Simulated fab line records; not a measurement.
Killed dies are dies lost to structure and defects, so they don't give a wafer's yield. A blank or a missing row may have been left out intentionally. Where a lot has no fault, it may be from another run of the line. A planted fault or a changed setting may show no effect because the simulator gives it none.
Matching of chambers ; flow gf180mcu ; GF_V5_CMP_04 on cmp-02: 4 sister chambers
The step polishes SiO2. 4 wafers are shown with their chamber, then 8 later ones without.

== WAFERS WITH THEIR CHAMBER ==
wafer;chamber;motor_current_A (A)
L357.6;3;11.7
L369.1;1;12.7
L369.5;0;11.2
L371.1;2;10.8

== WAFERS MISSING THEIR CHAMBER ==
wafer;motor_current_A (A)
L371.5;12.5
L371.6;11.2
L372.2;10.9
L372.3;12.1
L372.5;11.0
L373.2;12.3
L373.3;10.7
L373.6;11.0

== EACH ONE'S CHAMBER ==
wafer;from the rows above;in truth
L371.5;1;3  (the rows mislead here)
L371.6;can't be placed: 0 or 2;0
L372.2;can't be placed: 2 or 0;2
L372.3;can't be placed: 3 or 1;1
L372.5;can't be placed: 0 or 2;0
L373.2;can't be placed: 1 or 3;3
L373.3;can't be placed: 2 or 0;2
L373.6;can't be placed: 0 or 2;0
0 of 8 placed correctly. Not placeable from these rows: 7 (in 7, the candidates include the true chamber). Placed wrongly: 1.
How it was worked out, from the rows above alone: a wafer's distance from a chamber is the root of the sum, over the readings, of the square of ((its reading less the chamber's mean) divided by the reading's scatter). If the next closest chamber is less than 2 further off than the closest, the wafer can't be placed; otherwise it belongs to the closest. For every chamber, the mean is computed from those of its wafers that are shown. The scatter (one wafer shown for each chamber): square how far every hidden wafer sits from the nearest shown wafer, average those squares and take the square root.
